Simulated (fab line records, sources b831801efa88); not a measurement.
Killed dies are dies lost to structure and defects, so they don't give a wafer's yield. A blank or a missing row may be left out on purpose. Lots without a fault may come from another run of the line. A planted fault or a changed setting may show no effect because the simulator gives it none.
fab line records | flow sky130
record lots=6 wafers=18 last_day=50
route steps=708 shown NWELL@63 PAD_OPEN@708
lots that met no fault: from a run of the same line without faults
start_h: hours from the record's first day to the start of the lot's first wafer shown | wait_h: hours since the lot's step before | " the same as in the row above | L1.1+2: a row that stands for several wafers | - no value, or no start given | * or withheld: withheld | < > ~ a bound
route shown NAME@n: a module of which the file shows steps, and the number in the route of the first | usual: mean/standard deviation of fault-free wafers | same: alike in all rows | chamber/n: place in a boat | sites: the reading at each site | _std_site: their standard deviation | _edge_site: outer sites' mean less inner sites' | radius_mm: how far each site lies from the wafer's centre | mask NAME#n: copy n | behind: the tool/chamber that last shaped the wafer | hold: why the lot was held/for how many hours/how that ended | device: the transistor (n, p or np) that didn't switch | end of line: the same wafers' tests at the end of the route | a step without rows: its recipe alone | killed: dies lost to structure and defects at the first sort, not the wafer's yield | map: a wafer's dies, x killed, . not, _ none there
set.NAME: the setting as run; set.NAME@STEP: as run at that earlier step | model.NAME: the simulator's own value behind a step, which no gauge read
lots at some steps of the route; a table a step, a row a wafer
services: from which hour (start_h, from the record's first day; less than 0 if before it) a tool's chamber was out of use, for how many hours, and why
## steps
# step SKY_NWELL_OVL_MEAS_10
# usual NWELL_00_OVL=-0.3/1.4
# columns lot.wafer tool chamber start_h wait_h NWELL_00_OVL[nm]
L743.2 overlay-02 - 111.52 - 1.8
L743.3 " - " " 1.0
L743.5 " - " " 1.8
L745.1 overlay-02 - 137.16 - 0.0
L745.2 " - " " 2.0
L745.5 " - " " 0.8
L757.1 overlay-02 - 198.41 - -1.3
L757.3 " - " " -0.5
L757.4 " - " " 0.9
L758.1 overlay-01 - 209.15 - -0.9
L758.2 " - " " 0.4
L758.6 " - " " 2.2
L759.3 overlay-01 - 209.37 - 0.9
L759.4 " - " " -0.7
L759.6 " - " " 1.8
L760.2 overlay-02 - 218.22 - -2.0
L760.5 " - " " -1.1
L760.6 " - " " -1.8
# step SKY_NWELL_IMPLANT_11
# recipe species=P energy_kev=400 dose_cm2=1.9e+13 tilt_deg=withheld
# step SKY_NWELL_IMPLANT_12
# recipe species=P energy_kev=120 dose_cm2=1.3e+12 tilt_deg=withheld
# step SKY_NWELL_IMPLANT_13
# recipe species=P energy_kev=50 dose_cm2=7e+11 tilt_deg=withheld
# step SKY_NWELL_STRIP_14
# recipe chemistry=O2/N2 power_w=1400 pressure_mtorr=1500 platen_temp_c=withheld o2_flow_sccm=3000 n2_flow_sccm=300 overash_fraction=0.5
# usual drypump_motor_current_A=5.42/0.23 oes_product_au=0.722/0.0045 strip_time_to_endpoint_s=36.93/0.097
# columns lot.wafer tool chamber start_h wait_h drypump_motor_current_A oes_product_au rf_hours_counter_h strip_time_to_endpoint_s
L743.2 plasma_asher-03 1 112.00 0.1 5.35 0.724 30 36.83
L743.3 " 0 " " 5.02 0.715 - 37.03
L743.5 " 1 " " 5.34 0.722 - 36.93
L745.1 plasma_asher-03 1 137.65 0.1 5.36 0.719 32 36.86
L745.2 " 0 " " 4.99 0.725 32 36.85
L745.5 " 0 " " 4.98 0.725 - 36.90
L757.1 plasma_asher-02 0 198.90 0.1 5.64 0.724 52 36.86
L757.3 " 1 " " 5.45 0.724 - 36.89
L757.4 " 0 " " 5.65 0.719 - 36.95
L758.1 plasma_asher-03 0 209.63 0.1 5.00 0.718 39 36.97
L758.2 " 1 " " 5.35 0.722 39 36.88
L758.6 " 0 " " 5.02 0.721 - 36.96
L759.3 plasma_asher-01 0 209.93 0.1 5.39 0.723 - 37.11
L759.4 " 1 " " 5.68 0.721 - 37.00
L759.6 " 0 " " 5.40 0.716 - 36.98
L760.2 plasma_asher-01 1 218.70 0.1 5.72 0.727 9 36.90
L760.5 " 1 " " 5.74 0.721 - 36.87
L760.6 " 0 " " 5.37 0.727 - 36.98
# step SKY_NWELL_TW_MEAS_15
# usual NWELL_TW=1817/14
# columns lot.wafer tool chamber start_h wait_h NWELL_TW
L743.2 film_metro-01 - 112.11 0.1 1820
L743.3 " - " " 1828
L743.5 " - " " 1834
L745.1 film_metro-02 - 137.78 0.1 1800
L745.2 " - " " 1792
L745.5 " - " " 1797
L757.1 film_metro-01 - 199.00 0.1 1830
L757.3 " - " " 1835
L757.4 " - " " 1815
L758.1 film_metro-02 - 209.73 0.1 1802
L758.2 " - " " 1806
L758.6 " - " " 1804
L759.3 film_metro-01 - 210.01 0.1 1833
L759.4 " - " " 1818
L759.6 " - " " 1823
L760.2 film_metro-01 - 218.81 0.1 1821
L760.5 " - " " 1831
L760.6 " - " " 1817
# step SKY_NWELL_DEHYDRATE_16
# recipe temp_c=200 time_s=60
# step SKY_NWELL_HMDS_17
# recipe prime_time_s=60 prime_temp_c=120
# step SKY_NWELL_COAT_18
# recipe spin_rpm=2000 resist_thk_nm=3000
# step SKY_NWELL_SOFTBAKE_19
# recipe temp_c=110 time_s=withheld
# step SKY_NWELL_EXPOSE_20
# recipe mask_id=NWM_COMPLEMENT na=0.6 source_shape=conventional sigma_outer=0.6 polarization=unpolarized target_cd_nm=840 dose_mj=260
# step SKY_NWELL_PEB_21
# recipe temp_c=115 time_s=withheld
# step SKY_NWELL_DEVELOP_22
# recipe wall_angle_deg=90 developer=TMAH develop_time_s=60 dev_temp_c=23
# usual developer_temp_C=22.99/0.099
# columns lot.wafer tool chamber start_h wait_h developer_temp_C
L743.2 litho_track-04 0 129 - 22.79
L743.3 " 0 " " 22.92
L743.5 " 0 " " 22.88
L745.1 litho_track-01 0 155 - 22.87
L745.2 " 0 " " 22.89
L745.5 " 0 " " 23.07
L757.1 litho_track-04 0 220 - 22.03
L757.3 " 0 " " 22.09
L757.4 " 0 " " 22.05
L758.1 litho_track-04 0 231 - 21.97
L758.2 " 0 " " 22.16
L758.6 " 0 " " 21.88
L759.3 litho_track-03 0 231 - 23.07
L759.4 " 0 " " 23.07
L759.6 " 0 " " 23.19
L760.2 litho_track-01 0 241 - 22.94
L760.5 " 0 " " 23.09
L760.6 " 0 " " 23.09
# step SKY_NWELL_OVL_MEAS_23
# usual NWELL_01_OVL=0.1/1.3
# columns lot.wafer tool chamber start_h wait_h NWELL_01_OVL[nm]
L743.2 overlay-02 - 129.76 - 0.1
L743.3 " - " " -1.5
L743.5 " - " " 0.9
L745.1 overlay-02 - 155.77 - -0.8
L745.2 " - " " -1.8
L745.5 " - " " 0.8
L757.1 overlay-02 - 220.40 - 0.5
L757.3 " - " " -0.2
L757.4 " - " " -1.5
L758.1 overlay-02 - 231.50 - -1.6
L758.2 " - " " 1.8
L758.6 " - " " 2.0
L759.3 overlay-01 - 231.72 - 1.5
L759.4 " - " " 0.9
L759.6 " - " " -0.8
L760.2 overlay-01 - 241.32 - 0.2
L760.5 " - " " -1.6
L760.6 " - " " 0.9
# step SKY_PAD_OPEN_PROBE_99
# usual killed_at_M0_to_M3=44/6.4 killed_at_M4_up=3.6/2.1 killed_at_contacts=23/5.1 killed_at_front_end=15/4.3 killed_at_other=0.3/0.56 killed_dies=86/9 killed_open=47/6.4 killed_short=39/5.8
# same gross_dies=492 killed_at_back_side=0
# columns lot.wafer tool chamber start_h wait_h killed_at_M0_to_M3 killed_at_M4_up killed_at_contacts killed_at_front_end killed_at_other killed_dies killed_open killed_short
L743.2 prober-01 - 1101.51 0.1 38 6 14 18 0 76 42 34
L743.3 prober-01 - 1101.56 0.2 50 3 27 19 0 99 63 36
L743.5 prober-01 - 1101.66 0.2 39 4 26 21 0 90 52 38
L745.1 prober-01 - 1119.33 0.1 47 4 18 13 1 83 45 38
L745.2 prober-01 - 1119.38 0.1 41 4 31 11 0 87 52 35
L745.5 prober-01 - 1119.53 0.2 37 2 27 13 0 79 43 36
L760.2 prober-01 - 1194.57 0.1 45 7 23 15 0 90 44 46
L760.5 prober-01 - 1194.72 0.2 52 4 18 13 0 87 53 34
L760.6 prober-01 - 1194.77 0.2 40 7 28 8 1 84 50 34
# killed by level:class
L743.2 CONTACT:geometric_particle:open=10 FIELD_ISO:geometric_particle:short=8 METAL2:geometric_particle:short=6 VIA1:geometric_particle:open=6 FIELD_ISO:geometric_particle:open=5 METAL1:geometric_particle:short=4 METAL2:geometric_particle:open=4 VIA2:geometric_particle:open=4
L743.3 VIA1:geometric_particle:open=13 VIA2:geometric_particle:open=11 FIELD_ISO:geometric_particle:short=7 CONTACT:geometric_particle:open=7 LI_CONTACT:geometric_particle:open=5 LOCAL_INTERCONNECT:geometric_particle:short=5 VIA3:geometric_particle:open=5 METAL2:geometric_particle:open=5
L743.5 VIA1:geometric_particle:open=10 LI_CONTACT:geometric_particle:open=8 CONTACT:geometric_particle:open=7 FIELD_ISO:geometric_particle:short=6 CONTACT:geometric_particle:short=6 METAL1:geometric_particle:short=6 FIELD_ISO:geometric_particle:open=5 VIA3:geometric_particle:open=5
L745.1 VIA1:geometric_particle:open=12 METAL1:geometric_particle:short=7 VIA2:geometric_particle:open=6 LI_CONTACT:geometric_particle:open=5 CONTACT:geometric_particle:short=5 VIA2:geometric_particle:short=5 LI_CONTACT:geometric_particle:short=4 VIA3:geometric_particle:open=4
L745.2 CONTACT:geometric_particle:open=12 VIA1:geometric_particle:open=12 LI_CONTACT:geometric_particle:open=8 VIA2:geometric_particle:open=6 METAL2:geometric_particle:short=5 LOCAL_INTERCONNECT:geometric_particle:short=4 VIA3:geometric_particle:open=4 VIA1:geometric_particle:short=4
L745.5 VIA1:geometric_particle:open=15 CONTACT:geometric_particle:open=11 LOCAL_INTERCONNECT:geometric_particle:short=7 LI_CONTACT:geometric_particle:open=5 VIA2:geometric_particle:short=5 FIELD_ISO:geometric_particle:open=4 POLY_GATE:geometric_particle:short=4 VIA1:geometric_particle:short=4
L760.2 LI_CONTACT:geometric_particle:open=9 FIELD_ISO:geometric_particle:open=7 METAL1:geometric_particle:short=7 VIA1:geometric_particle:short=7 METAL2:geometric_particle:short=6 VIA3:geometric_particle:open=6 VIA1:geometric_particle:open=5 VIA2:geometric_particle:open=5
L760.5 VIA1:geometric_particle:open=18 VIA2:geometric_particle:open=9 CONTACT:geometric_particle:open=8 FIELD_ISO:geometric_particle:open=6 VIA3:geometric_particle:short=6 VIA3:geometric_particle:open=5 CONTACT:geometric_particle:short=4 METAL1:geometric_particle:short=4
L760.6 VIA1:geometric_particle:open=10 CONTACT:geometric_particle:open=9 VIA2:geometric_particle:open=9 METAL1:geometric_particle:short=8 CONTACT:geometric_particle:short=7 LI_CONTACT:geometric_particle:open=6 VIA3:geometric_particle:open=6 METAL4:geometric_particle:short=4
## services
# columns tool chamber start_h hours kind
plasma_asher-01 - 108.75 9.0 pm
plasma_asher-01 0 108.75 9.7 vent_cycle
plasma_asher-01 1 108.75 9.7 vent_cycle
plasma_asher-01 - 114.63 3.8 repair
plasma_asher-01 0 117.75 - clean
plasma_asher-01 1 117.75 - clean
litho_track-04 - 214.23 - consumable_replace:filter
plasma_asher-02 - 229.67 0.4 repair
plasma_asher-01 - 239.68 2.9 repair
## key
first_sign step=SKY_NWELL_DEVELOP_22 reading=developer_temp_C direction=down sigmas=9.7 usual=* struck=*
effect none on later readings
met_at SKY_NWELL_DEVELOP_22
struck_wafers L757.1,L757.3,L757.4,L758.1,L758.2,L758.6
tester_left_out L757,L758
onset_between 129 220
fault kind=process_parameter_drift tool=litho_track-04 chamber=- onset_h=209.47 steps=SKY_NWELL_DEVELOP_22 channel=dev_temp_c offset=* shape=step end_h=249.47 acts_in=* stated=*
# tester_left_out: of these lots the tester's yield and bins aren't shown, on N5 and GAA mostly nor the transistor test; their killed dies are dies lost to structure and defects alone, not to doping, threshold or leakage, so they don't give the yield
